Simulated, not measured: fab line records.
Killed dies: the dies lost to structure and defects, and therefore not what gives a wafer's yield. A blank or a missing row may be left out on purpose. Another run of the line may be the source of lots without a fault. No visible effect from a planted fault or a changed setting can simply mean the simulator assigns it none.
What tool caused it? | flow sky130 | 72 wafers from 24 lots sampled at 6 of the route's 708 steps

WHAT THE GAUGES SHOWED, per wafer
SKY_LOCAL_INTERCONNECT_CD_MEAS_11: target cd 170 nm.
lot  | measured     | on       | cdNm (nm)
L074 | day 30 01:09 | cdSem-02 | 169.7 171.7 170.9
L075 | day 30 19:59 | cdSem-02 | 170.5 168.0 169.1
L076 | day 30 22:44 | cdSem-02 | 170.6 169.9 171.1
L077 | day 31 12:23 | cdSem-02 | 169.3 169.8 169.6
L078 | day 32 19:28 | cdSem-01 | 169.3 169.5 170.5
L079 | day 32 20:11 | cdSem-01 | 171.0 168.7 170.1
L080 | day 32 20:29 | cdSem-02 | 169.4 169.2 169.6
L081 | day 32 21:28 | cdSem-01 | 170.2 170.8 171.5
L082 | day 33 03:22 | cdSem-02 | 170.2 170.6 169.5
L083 | day 33 12:20 | cdSem-01 | 167.4 169.0 167.5
L084 | day 34 00:40 | cdSem-02 | 171.0 169.4 171.5
L086 | day 34 08:47 | cdSem-01 | 168.7 168.8 170.2
L085 | day 34 12:41 | cdSem-02 | 169.6 167.5 165.9
L087 | day 34 21:47 | cdSem-02 | 169.1 171.4 170.1
L088 | day 34 22:26 | cdSem-02 | 169.2 168.7 169.4
L089 | day 35 18:17 | cdSem-02 | 167.6 168.8 169.2
L090 | day 36 01:44 | cdSem-02 | 170.8 170.5 169.9
L091 | day 36 07:08 | cdSem-01 | 170.4 170.5 169.2
L092 | day 36 12:54 | cdSem-02 | 170.8 168.7 170.0
L093 | day 36 13:27 | cdSem-01 | 173.0 170.0 171.6
L094 | day 36 20:41 | cdSem-02 | 168.4 170.8 169.7
L095 | day 37 03:29 | cdSem-01 | 169.4 168.6 169.3
L097 | day 38 06:59 | cdSem-01 | 171.9 173.5 172.6
L096 | day 39 11:08 | cdSem-02 | 167.5 168.9 167.4

SKY_CONTACT_BOW_MEAS_05.
lot  | measured     | on           | CONTACT_BOW (um)
L074 | day 30 02:32 | filmMetro-02 | 81 82 89
L075 | day 30 21:31 | filmMetro-03 | 87 90 74
L076 | day 31 00:13 | filmMetro-02 | 70 69 90
L077 | day 31 13:49 | filmMetro-04 | 93 70 67
L078 | day 32 20:58 | filmMetro-03 | 80 85 95
L079 | day 32 21:35 | filmMetro-02 | 77 78 78
L080 | day 32 21:52 | filmMetro-02 | 80 89 74
L081 | day 32 22:58 | filmMetro-02 | 75 84 79
L082 | day 33 04:45 | filmMetro-02 | 83 73 84
L083 | day 33 13:43 | filmMetro-04 | 70 78 86
L084 | day 34 02:14 | filmMetro-04 | 86 85 83
L086 | day 34 10:17 | filmMetro-03 | 80 88 83
L085 | day 34 14:28 | filmMetro-02 | 67 77 74
L087 | day 34 23:10 | filmMetro-04 | 84 88 77
L088 | day 34 23:52 | filmMetro-03 | 73 89 86
L089 | day 35 19:40 | filmMetro-03 | 78 75 88
L090 | day 36 03:07 | filmMetro-02 | 86 77 84
L091 | day 36 08:31 | filmMetro-03 | 75 74 70
L092 | day 36 14:17 | filmMetro-02 | 76 84 67
L093 | day 36 14:50 | filmMetro-02 | 72 74 80
L094 | day 36 22:11 | filmMetro-03 | 65 82 84
L095 | day 37 04:54 | filmMetro-04 | 85 76 78
L097 | day 38 08:23 | filmMetro-02 | 75 78 97
L096 | day 39 12:31 | filmMetro-02 | 66 82 80

SKY_CONTACT_CD_MEAS_14: target cd 170 nm.
lot  | measured     | on       | cdNm (nm)
L074 | day 31 06:48 | cdSem-01 | 170.3 168.9 169.1
L075 | day 32 01:08 | cdSem-01 | 169.5 169.5 170.2
L076 | day 32 04:08 | cdSem-01 | 165.9 165.0 166.7
L077 | day 32 17:34 | cdSem-01 | 168.7 169.3 170.5
L078 | day 33 23:07 | cdSem-02 | 167.3 170.2 168.4
L079 | day 34 00:23 | cdSem-02 | 169.3 168.3 170.1
L080 | day 34 00:40 | cdSem-01 | 168.1 169.9 170.9
L081 | day 34 02:01 | cdSem-01 | 169.7 170.6 169.1
L082 | day 34 07:46 | cdSem-02 | 170.2 169.8 170.9
L083 | day 34 16:29 | cdSem-01 | 171.2 172.2 172.6
L084 | day 35 05:01 | cdSem-01 | 170.8 172.0 171.2
L086 | day 35 13:26 | cdSem-02 | 170.1 171.6 171.0
L085 | day 35 16:48 | cdSem-02 | 171.1 170.2 169.8
L087 | day 36 01:11 | cdSem-01 | 170.9 170.9 169.3
L088 | day 36 02:05 | cdSem-02 | 169.6 169.5 167.8
L089 | day 36 21:23 | cdSem-01 | 169.5 168.7 170.0
L090 | day 37 04:56 | cdSem-01 | 170.0 170.4 170.9
L091 | day 37 10:11 | cdSem-02 | 172.1 173.2 172.7
L092 | day 37 15:00 | cdSem-01 | 170.0 171.5 170.7
L093 | day 37 16:29 | cdSem-01 | 172.2 170.8 172.3
L094 | day 38 00:37 | cdSem-01 | 172.1 171.9 172.9
L095 | day 38 07:14 | cdSem-02 | 173.2 172.7 173.6
L097 | day 39 09:43 | cdSem-01 | 172.5 171.6 172.9
L096 | day 40 13:28 | cdSem-01 | 172.1 172.9 172.1

SKY_CAP2M_OVL_MEAS_12.
lot  | measured     | on         | CAP2M_OVL (nm)
L074 | day 40 10:16 | overlay-01 | 2.7 0.7 0.7
L075 | day 41 03:59 | overlay-02 | 0.4 1.9 1.9
L076 | day 41 04:32 | overlay-02 | 1.5 1.6 0.0
L077 | day 41 19:14 | overlay-02 | 0.4 0.6 -1.2
L078 | day 42 19:05 | overlay-02 | 3.1 5.3 3.2
L079 | day 42 21:47 | overlay-01 | -1.2 0.7 -0.1
L080 | day 42 22:22 | overlay-01 | 3.4 3.2 3.4
L081 | day 42 23:50 | overlay-01 | 1.0 1.3 2.1
L082 | day 43 03:17 | overlay-02 | -0.9 -0.7 -0.8
L083 | day 43 10:55 | overlay-02 | 0.9 0.1 1.6
L084 | day 43 23:50 | overlay-02 | 1.9 0.7 1.6
L086 | day 44 06:38 | overlay-01 | -0.9 0.9 -0.4
L085 | day 44 07:25 | overlay-02 | 2.4 1.9 2.2
L087 | day 44 16:34 | overlay-02 | 1.1 0.2 1.2
L088 | day 44 18:13 | overlay-02 | 1.1 0.9 2.1
L089 | day 45 10:52 | overlay-01 | 0.5 1.5 0.3
L090 | day 45 16:34 | overlay-01 | 0.6 0.9 -1.9
L091 | day 45 20:49 | overlay-01 | -0.6 -0.5 0.4
L092 | day 45 23:34 | overlay-01 | 1.8 -0.3 1.0
L093 | day 46 00:37 | overlay-02 | 0.2 0.4 0.6
L094 | day 46 06:13 | overlay-01 | 1.5 -0.5 0.2
L095 | day 46 12:49 | overlay-02 | 0.1 -0.3 0.2
L097 | day 47 11:58 | overlay-02 | 3.8 3.6 3.1
L096 | day 48 09:13 | overlay-02 | 0.5 -0.5 3.4

EACH LOT AND THE TOOL THAT RAN IT (in order: tool; ch and the chambers of the sampled wafers; start)
lot  | SKY_METAL2_SPUTTER_04       | SKY_VIA3_CVD_21
L074 | pvdSputter-04, day 33 17:44 | cvdW-02 ch 0,1, day 39 08:56
L075 | pvdSputter-04, day 34 12:07 | cvdW-02 ch 0,1, day 40 03:17
L076 | pvdSputter-02, day 34 12:46 | cvdW-01 ch 0,1, day 40 04:14
L077 | pvdSputter-03, day 35 02:55 | cvdW-01 ch 0,1, day 40 17:55
L078 | pvdSputter-02, day 36 08:37 | cvdW-01 ch 0,1, day 41 19:07
L079 | pvdSputter-04, day 36 08:53 | cvdW-02 ch 0,1, day 41 21:37
L080 | pvdSputter-03, day 36 09:34 | cvdW-02 ch 0,1, day 41 22:20
L081 | pvdSputter-02, day 36 11:30 | cvdW-01 ch 0,1, day 41 23:36
L082 | pvdSputter-04, day 36 16:20 | cvdW-02 ch 0,1, day 42 03:23
L083 | pvdSputter-02, day 37 00:58 | cvdW-01 ch 0, day 42 10:56
L084 | pvdSputter-02, day 37 13:19 | cvdW-02 ch 0,1, day 43 00:20
L086 | pvdSputter-03, day 37 22:25 | cvdW-01 ch 0, day 43 07:03
L085 | pvdSputter-04, day 38 01:21 | cvdW-02 ch 0,1, day 43 07:44
L087 | pvdSputter-04, day 38 09:58 | cvdW-01 ch 0,1, day 43 17:20
L088 | pvdSputter-04, day 38 11:33 | cvdW-01 ch 0, day 43 18:48
L089 | pvdSputter-02, day 39 05:51 | cvdW-02 ch 0,1, day 44 12:13
L090 | pvdSputter-02, day 39 13:29 | cvdW-01 ch 0,1, day 44 18:42
L091 | pvdSputter-02, day 39 17:23 | cvdW-01 ch 0,1, day 44 22:45
L092 | pvdSputter-03, day 39 21:27 | cvdW-01 ch 0,1, day 45 02:23
L093 | pvdSputter-04, day 39 23:49 | cvdW-01 ch 1, day 45 03:26
L094 | pvdSputter-04, day 40 08:15 | cvdW-01 ch 0,1, day 45 09:04
L095 | pvdSputter-03, day 40 14:30 | cvdW-01 ch 0,1, day 45 15:38
L097 | pvdSputter-04, day 41 15:15 | cvdW-01 ch 0,1, day 46 11:53
L096 | pvdSputter-04, day 42 17:37 | cvdW-01 ch 0,1, day 47 13:32
- SKY_METAL2_SPUTTER_04: material TiN, target thk 70 nm, time 58.3 s.
- SKY_VIA3_CVD_21: deposits W, target thk 390 nm, time 117.31 s.

WHAT THE TOOLS THEMSELVES READ (means of the sampled wafers that have a number; where no wafer has one, the mark that the record gives instead)
SKY_METAL2_SPUTTER_04.
lot  | tool          | throttleValvePct (%)
L074 | pvdSputter-04 | 29.3
L075 | pvdSputter-04 | 30.3
L076 | pvdSputter-02 | 31.1
L077 | pvdSputter-03 | 31.1
L078 | pvdSputter-02 | 30.8
L079 | pvdSputter-04 | 30.5
L080 | pvdSputter-03 | 31.1
L081 | pvdSputter-02 | 28.8
L082 | pvdSputter-04 | 30.1
L083 | pvdSputter-02 | 30.6
L084 | pvdSputter-02 | 30.8
L086 | pvdSputter-03 | 30.5
L085 | pvdSputter-04 | 30.4
L087 | pvdSputter-04 | 29.9
L088 | pvdSputter-04 | 30.3
L089 | pvdSputter-02 | 30.4
L090 | pvdSputter-02 | 29.8
L091 | pvdSputter-02 | 30.3
L092 | pvdSputter-03 | 31.2
L093 | pvdSputter-04 | 29.8
L094 | pvdSputter-04 | 29.9
L095 | pvdSputter-03 | 31.9
L097 | pvdSputter-04 | 30.4
L096 | pvdSputter-04 | 30.0

SKY_VIA3_CVD_21.
lot  | tool    | heaterPowerW (W)
L074 | cvdW-02 | 877
L075 | cvdW-02 | 872
L076 | cvdW-01 | 799
L077 | cvdW-01 | 852
L078 | cvdW-01 | 796
L079 | cvdW-02 | 877
L080 | cvdW-02 | 864
L081 | cvdW-01 | 840
L082 | cvdW-02 | 883
L083 | cvdW-01 | 738
L084 | cvdW-02 | 860
L086 | cvdW-01 | 749
L085 | cvdW-02 | 874
L087 | cvdW-01 | 806
L088 | cvdW-01 | 746
L089 | cvdW-02 | 893
L090 | cvdW-01 | 852
L091 | cvdW-01 | 786
L092 | cvdW-01 | 785
L093 | cvdW-01 | 882
L094 | cvdW-01 | 825
L095 | cvdW-01 | 848
L097 | cvdW-01 | 797
L096 | cvdW-01 | 786

THE ANSWER, worked out from the rows above alone
Rule: the lots themselves supply what counts as usual. Put in order of their means at a reading, lots are off if they are a third of the lots or fewer, leave a main group of 4 or more, and stand apart from it by a gap of 3 or more times the standard deviation of the main group's means; of several such gaps the widest counts. A main group is skipped when, at the precision printed for the reading in the tables above, its means are all equal. Also off: a lot with no number at a reading for which 4 or more lots have one. The other lots that the step has rows for count as sound. First the gauges in route order, then the tools' own readings, where a lot's mean is used as printed above. At the first step where some lot is off, the reading lying furthest off is the one used; lots without a number count as furthest.
Across all readings shown, no lot is off: no conclusion can be drawn from this.

WHAT THE SIMULATOR HAD INSERTED
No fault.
